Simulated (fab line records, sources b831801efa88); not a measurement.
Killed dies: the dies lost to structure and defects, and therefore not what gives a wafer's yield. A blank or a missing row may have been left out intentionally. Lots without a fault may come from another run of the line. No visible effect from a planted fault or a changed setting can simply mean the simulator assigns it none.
A lot that was struck, set against a sound lot | flow sky130 | 14 out of 708 route steps
Sound: these wafers, L284.3, L284.5, L284.6. The struck wafers were L281.2, L281.5, L281.6. Last of all comes the cause.
Per side, at each step with rows, come the tool, then ch with its chambers, and then its first start. Under that, the readings that differ: sound wafers | struck wafers | difference of the means | sigmas: that difference in standard deviations of wafers without a fault.
alike: words and numbers the same on both sides, and readings whose means are apart by under 2 such deviations; not compared: readings that were withheld, readings missing a value for some wafer, numbers with overlapping values and no deviation given by the record, and bounds like >300 which may hide the same value.
Wherever a step has rows on one side only, a row that says differs or no value, or a row with sigmas, the two part there. Numbers that don't overlap but have no deviation are shown without sigmas and don't part them. Lack of a reading on every wafer of one side parts them only where that side has two or more wafers.

first, 3 steps without rows for these wafers: SKY_VT_ADJUST_NCORE_EXPOSE_04 (exposes mask LVTN COMPLEMENT THIN, target cd 380 nm); SKY_VT_ADJUST_NCORE_PEB_05; SKY_VT_ADJUST_NCORE_DEVELOP_06 (develop time 60 s).
SKY_VT_ADJUST_NCORE_CD_MEAS_07 targets a cd of 380 nm.
  sound on cd sem-02, day 14 15:07; struck on cd sem-02, day 14 07:47
  alike: cd nm
SKY_VT_ADJUST_NCORE_OVL_MEAS_08:
  sound on overlay-01, day 14 15:12; struck on overlay-01, day 14 07:53
  alike: VT_ADJUST_NCORE_OVL
following that, these wafers have no rows for 1 step: SKY_VT_ADJUST_NCORE_IMPLANT_09.
SKY_VT_ADJUST_NCORE_STRIP_10: strips in O2/N2.
  sound on plasma asher-02 ch 0,1, day 14 15:25; struck on plasma asher-02 ch 0,1, day 14 08:04
  alike: drypump motor current A, n2 flow sccm, oes product au, strip time to endpoint s
  not compared: rf hours counter h
SKY_VT_ADJUST_NCORE_TW_MEAS_11:
  sound on film metro-04, day 14 15:29; struck on film metro-03, day 14 08:11
  alike: VT_ADJUST_NCORE_TW
then, 4 steps without rows for these wafers: SKY_VT_ADJUST_HVTR_DEHYDRATE_00 (time 60 s); SKY_VT_ADJUST_HVTR_HMDS_01 (prime time 60 s); SKY_VT_ADJUST_HVTR_COAT_02 (resist thk 1140 nm); SKY_VT_ADJUST_HVTR_SOFTBAKE_03 (time 60 s).
SKY_VT_ADJUST_HVTR_EXPOSE_04: exposes mask HVTRM, target cd 380 nm.
  struck on iline stepper-01, day 14 21:03; sound on iline stepper-02 ch 0, day 15 05:20
  no value came back on the struck wafers for exposure dose mJ cm2, focus offset nm (nm); on the sound wafers exposure dose mJ cm2 reads 151.58 151.84 152.02
  alike: mask
following that, these wafers have no rows for 1 step: SKY_VT_ADJUST_HVTR_PEB_05.

== WHERE THEY PART ==
Only at SKY_VT_ADJUST_HVTR_EXPOSE_04, as far as this record shows.

WHY: whatever the simulator had introduced
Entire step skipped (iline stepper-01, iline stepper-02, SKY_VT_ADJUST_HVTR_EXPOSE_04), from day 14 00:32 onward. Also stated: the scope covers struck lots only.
